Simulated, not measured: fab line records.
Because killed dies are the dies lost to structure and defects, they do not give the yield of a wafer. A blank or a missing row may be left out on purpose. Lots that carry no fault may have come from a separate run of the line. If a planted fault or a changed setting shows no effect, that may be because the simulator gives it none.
Which tool did it? || flow gf180mcu || 11 lots, 33 wafers sampled, at 5 steps of a route of 602

WHAT EACH GAUGE READ, for each wafer
GF_HV_LDD_TW_MEAS_50. Usual: for HV_LDD_4_TW the level is 567 and the standard deviation is 13.
{"lot": "L281", "measured": "day 12 21:02", "on": "film-metro-04", "HV_LDD_4_TW": "578 579 581", "flag": ""}
{"lot": "L282", "measured": "day 12 23:24", "on": "film-metro-04", "HV_LDD_4_TW": "580 579 579", "flag": ""}
{"lot": "L283", "measured": "day 13 11:20", "on": "film-metro-02", "HV_LDD_4_TW": "572 569 574", "flag": ""}
{"lot": "L285", "measured": "day 13 20:56", "on": "film-metro-01", "HV_LDD_4_TW": "552 554 556", "flag": ""}
{"lot": "L288", "measured": "day 14 15:56", "on": "film-metro-02", "HV_LDD_4_TW": "574 576 575", "flag": ""}
{"lot": "L289", "measured": "day 15 03:33", "on": "film-metro-04", "HV_LDD_4_TW": "578 579 582", "flag": ""}
{"lot": "L291", "measured": "day 15 23:20", "on": "film-metro-01", "HV_LDD_4_TW": "551 549 549", "flag": ""}
{"lot": "L292", "measured": "day 16 03:57", "on": "film-metro-01", "HV_LDD_4_TW": "550 548 552", "flag": ""}
{"lot": "L299", "measured": "day 18 09:30", "on": "film-metro-04", "HV_LDD_4_TW": "580 584 580", "flag": ""}
{"lot": "L301", "measured": "day 19 03:15", "on": "film-metro-04", "HV_LDD_4_TW": "578 579 581", "flag": ""}
{"lot": "L302", "measured": "day 19 12:56", "on": "film-metro-01", "HV_LDD_4_TW": "549 549 546", "flag": ""}

GF_PSD_RS_MEAS_14: measurement is done with a four-point probe. Usual: for NSD_RS the level is 46.08 ohm/sq and the standard deviation is 0.081.
{"lot": "L281", "measured": "day 14 18:34", "on": "film-metro-02", "NSD_RS (ohm/sq)": "46.07 46.12 46.11", "flag": ""}
{"lot": "L282", "measured": "day 14 19:59", "on": "film-metro-04", "NSD_RS (ohm/sq)": "46.15 46.14 46.06", "flag": ""}
{"lot": "L283", "measured": "day 15 07:41", "on": "film-metro-02", "NSD_RS (ohm/sq)": "46.11 46.00 46.05", "flag": ""}
{"lot": "L285", "measured": "day 15 19:08", "on": "film-metro-03", "NSD_RS (ohm/sq)": "46.15 46.05 46.04", "flag": ""}
{"lot": "L288", "measured": "day 16 15:11", "on": "film-metro-03", "NSD_RS (ohm/sq)": "46.15 46.23 46.11", "flag": ""}
{"lot": "L289", "measured": "day 17 03:49", "on": "film-metro-03", "NSD_RS (ohm/sq)": "46.11 46.07 46.10", "flag": ""}
{"lot": "L291", "measured": "day 18 01:11", "on": "film-metro-03", "NSD_RS (ohm/sq)": "46.17 46.08 46.05", "flag": ""}
{"lot": "L292", "measured": "day 18 06:13", "on": "film-metro-04", "NSD_RS (ohm/sq)": "46.03 46.05 46.06", "flag": ""}
{"lot": "L299", "measured": "day 20 13:25", "on": "film-metro-04", "NSD_RS (ohm/sq)": "46.07 46.05 46.08", "flag": ""}
{"lot": "L301", "measured": "day 21 07:32", "on": "film-metro-03", "NSD_RS (ohm/sq)": "43.93 43.97 44.06 43.96 43.88 43.96", "flag": "OFF"}
{"lot": "L302", "measured": "day 21 16:47", "on": "film-metro-02", "NSD_RS (ohm/sq)": "43.83 43.99 43.99 43.80 43.89 43.94", "flag": "OFF"}

GF_PSD_RS_MEAS_15: measurement is done with a four-point probe. Usual: for PSD_RS the level is 108.45 ohm/sq and the standard deviation is 0.25.
{"lot": "L281", "measured": "day 14 18:41", "on": "film-metro-02", "PSD_RS (ohm/sq)": "108.58 108.56 108.44", "flag": ""}
{"lot": "L282", "measured": "day 14 20:07", "on": "film-metro-04", "PSD_RS (ohm/sq)": "108.82 108.69 108.53", "flag": ""}
{"lot": "L283", "measured": "day 15 07:49", "on": "film-metro-02", "PSD_RS (ohm/sq)": "107.91 108.28 108.36", "flag": ""}
{"lot": "L285", "measured": "day 15 19:16", "on": "film-metro-03", "PSD_RS (ohm/sq)": "108.70 108.38 108.42", "flag": ""}
{"lot": "L288", "measured": "day 16 15:19", "on": "film-metro-03", "PSD_RS (ohm/sq)": "108.41 108.47 108.38", "flag": ""}
{"lot": "L289", "measured": "day 17 03:56", "on": "film-metro-03", "PSD_RS (ohm/sq)": "108.41 108.63 108.50", "flag": ""}
{"lot": "L291", "measured": "day 18 01:19", "on": "film-metro-03", "PSD_RS (ohm/sq)": "108.36 108.53 108.05", "flag": ""}
{"lot": "L292", "measured": "day 18 06:20", "on": "film-metro-04", "PSD_RS (ohm/sq)": "108.28 108.41 108.46", "flag": ""}
{"lot": "L299", "measured": "day 20 13:32", "on": "film-metro-04", "PSD_RS (ohm/sq)": "108.40 108.79 108.64", "flag": ""}
{"lot": "L301", "measured": "day 21 11:18", "on": "film-metro-03", "PSD_RS (ohm/sq)": "101.82 101.99 101.99 101.90 102.18 102.28", "flag": "OFF"}
{"lot": "L302", "measured": "day 21 21:09", "on": "film-metro-02", "PSD_RS (ohm/sq)": "101.58 102.09 101.67 101.61 102.01 101.73", "flag": "OFF"}

WHAT TOOL EACH LOT RAN ON (gives the tool, then ch and the chambers of the sampled wafers, and finally the start)
{"lot": "L281", "GF_HV_LDD_ETCHBACK_58": "rie-diel-03 ch 0,1,2, day 12 23:56", "GF_PSD_RTA_13": "rtp-anneal-02 ch 0, day 14 18:28"}
{"lot": "L282", "GF_HV_LDD_ETCHBACK_58": "rie-diel-03 ch 1,2,3, day 13 02:36", "GF_PSD_RTA_13": "rtp-anneal-01 ch 0, day 14 19:55"}
{"lot": "L283", "GF_HV_LDD_ETCHBACK_58": "rie-diel-03 ch 1,2, day 13 14:14", "GF_PSD_RTA_13": "rtp-anneal-01 ch 0, day 15 07:36"}
{"lot": "L285", "GF_HV_LDD_ETCHBACK_58": "rie-diel-02 ch 0,1,2, day 14 00:31", "GF_PSD_RTA_13": "rtp-anneal-01 ch 0, day 15 19:04"}
{"lot": "L288", "GF_HV_LDD_ETCHBACK_58": "rie-diel-04 ch 0,1,2, day 14 18:48", "GF_PSD_RTA_13": "rtp-anneal-02 ch 0, day 16 15:06"}
{"lot": "L289", "GF_HV_LDD_ETCHBACK_58": "rie-diel-02 ch 0,3, day 15 06:24", "GF_PSD_RTA_13": "rtp-anneal-01 ch 0, day 17 03:43"}
{"lot": "L291", "GF_HV_LDD_ETCHBACK_58": "rie-diel-02 ch 0,1,3, day 16 02:53", "GF_PSD_RTA_13": "rtp-anneal-02 ch 0, day 18 01:06"}
{"lot": "L292", "GF_HV_LDD_ETCHBACK_58": "rie-diel-03 ch 0,2, day 16 06:49", "GF_PSD_RTA_13": "rtp-anneal-01 ch 0, day 18 06:02"}
{"lot": "L299", "GF_HV_LDD_ETCHBACK_58": "rie-diel-02 ch 1,2,3, day 18 12:26", "GF_PSD_RTA_13": "rtp-anneal-01 ch 0, day 20 13:20"}
{"lot": "L301", "GF_HV_LDD_ETCHBACK_58": "rie-diel-04 ch 0,1,3, day 19 06:07", "GF_PSD_RTA_13": "rtp-anneal-02 ch 0, day 21 07:28"}
{"lot": "L302", "GF_HV_LDD_ETCHBACK_58": "rie-diel-02 ch 1,2,3, day 19 16:19", "GF_PSD_RTA_13": "rtp-anneal-02 ch 0, day 21 16:43"}
- GF_HV_LDD_ETCHBACK_58: etches Si3N4 in CH3F/O2, stops on SiO2, time 100 s, target depth 90 nm.
- GF_PSD_RTA_13: time 20 s.

AS READ BY THE TOOLS THEMSELVES (means over the sampled wafers that have a number; for cases with no such wafer, the mark the record gives instead)
GF_HV_LDD_ETCHBACK_58. Usual: drypump-motor-current-A 5.6 A, standard deviation 0.43; oes-product-au 0.844 a.u., standard deviation 0.0065; throttle-valve-pct 10.563 %, standard deviation 0.0085.
{"lot": "L281", "tool": "rie-diel-03", "drypump-motor-current-A (A)": 5.2, "oes-product-au (a.u.)": 0.840, "throttle-valve-pct (%)": 10.563, "flag": ""}
{"lot": "L282", "tool": "rie-diel-03", "drypump-motor-current-A (A)": 5.4, "oes-product-au (a.u.)": 0.848, "throttle-valve-pct (%)": 10.566, "flag": ""}
{"lot": "L283", "tool": "rie-diel-03", "drypump-motor-current-A (A)": 5.2, "oes-product-au (a.u.)": 0.840, "throttle-valve-pct (%)": 10.565, "flag": ""}
{"lot": "L285", "tool": "rie-diel-02", "drypump-motor-current-A (A)": 5.7, "oes-product-au (a.u.)": 0.845, "throttle-valve-pct (%)": 10.566, "flag": ""}
{"lot": "L288", "tool": "rie-diel-04", "drypump-motor-current-A (A)": 5.8, "oes-product-au (a.u.)": 0.844, "throttle-valve-pct (%)": 10.567, "flag": ""}
{"lot": "L289", "tool": "rie-diel-02", "drypump-motor-current-A (A)": 5.6, "oes-product-au (a.u.)": 0.852, "throttle-valve-pct (%)": 10.568, "flag": ""}
{"lot": "L291", "tool": "rie-diel-02", "drypump-motor-current-A (A)": 5.4, "oes-product-au (a.u.)": 0.838, "throttle-valve-pct (%)": 10.564, "flag": ""}
{"lot": "L292", "tool": "rie-diel-03", "drypump-motor-current-A (A)": 5.0, "oes-product-au (a.u.)": 0.830, "throttle-valve-pct (%)": 10.560, "flag": ""}
{"lot": "L299", "tool": "rie-diel-02", "drypump-motor-current-A (A)": 5.6, "oes-product-au (a.u.)": 0.848, "throttle-valve-pct (%)": 10.568, "flag": ""}
{"lot": "L301", "tool": "rie-diel-04", "drypump-motor-current-A (A)": 5.6, "oes-product-au (a.u.)": 0.841, "throttle-valve-pct (%)": 10.560, "flag": ""}
{"lot": "L302", "tool": "rie-diel-02", "drypump-motor-current-A (A)": 5.6, "oes-product-au (a.u.)": 0.856, "throttle-valve-pct (%)": 10.562, "flag": ""}

GF_PSD_RTA_13. Usual: lamp-power-pct 29 %, standard deviation 3.9; wafer_temp_C_max 1030.4, standard deviation 1.3.
{"lot": "L281", "tool": "rtp-anneal-02", "lamp-power-pct (%)": 33, "wafer_temp_C_max": 1030.8, "flag": ""}
{"lot": "L282", "tool": "rtp-anneal-01", "lamp-power-pct (%)": 26, "wafer_temp_C_max": 1030.1, "flag": ""}
{"lot": "L283", "tool": "rtp-anneal-01", "lamp-power-pct (%)": 26, "wafer_temp_C_max": 1029.3, "flag": ""}
{"lot": "L285", "tool": "rtp-anneal-01", "lamp-power-pct (%)": 26, "wafer_temp_C_max": 1030.9, "flag": ""}
{"lot": "L288", "tool": "rtp-anneal-02", "lamp-power-pct (%)": 33, "wafer_temp_C_max": 1031.6, "flag": ""}
{"lot": "L289", "tool": "rtp-anneal-01", "lamp-power-pct (%)": 26, "wafer_temp_C_max": 1029.1, "flag": ""}
{"lot": "L291", "tool": "rtp-anneal-02", "lamp-power-pct (%)": 33, "wafer_temp_C_max": 1031.2, "flag": ""}
{"lot": "L292", "tool": "rtp-anneal-01", "lamp-power-pct (%)": 26, "wafer_temp_C_max": 1028.8, "flag": ""}
{"lot": "L299", "tool": "rtp-anneal-01", "lamp-power-pct (%)": 26, "wafer_temp_C_max": 1029.7, "flag": ""}
{"lot": "L301", "tool": "rtp-anneal-02", "lamp-power-pct (%)": 35, "wafer_temp_C_max": 1030.9, "flag": ""}
{"lot": "L302", "tool": "rtp-anneal-02", "lamp-power-pct (%)": 35, "wafer_temp_C_max": 1031.3, "flag": ""}

THE ANSWER, worked out from the rows above alone
Rule: take the mean of a lot's wafers that have a number; if it is more than 3 standard deviations from the usual mean, the lot is off. Also off: a lot with no number at a reading for which 4 or more lots have one. All remaining lots with rows at the step are treated as sound. First the gauges in route order, then the tools' own readings, where a lot's mean is used as printed above. At the first step where some lot is off, the reading lying furthest off is the one used; lots without a number count as furthest.
Off: L301, L302, at GF_PSD_RS_MEAS_14 (NSD_RS).
If a tool, at a process step before that reading, ran all the lots that are off and no sound lot after the first of them, it fits. Gauges at GF_PSD_RS_MEAS_14: tried the same way as those tools. One fits: GF_PSD_RTA_13 on rtp-anneal-02. Its last sound lot is L291 (day 18 01:06), its first lot that is off L301 (day 21 07:28): a fault that began between those two fits.

WHAT THE SIMULATOR HAD PUT IN
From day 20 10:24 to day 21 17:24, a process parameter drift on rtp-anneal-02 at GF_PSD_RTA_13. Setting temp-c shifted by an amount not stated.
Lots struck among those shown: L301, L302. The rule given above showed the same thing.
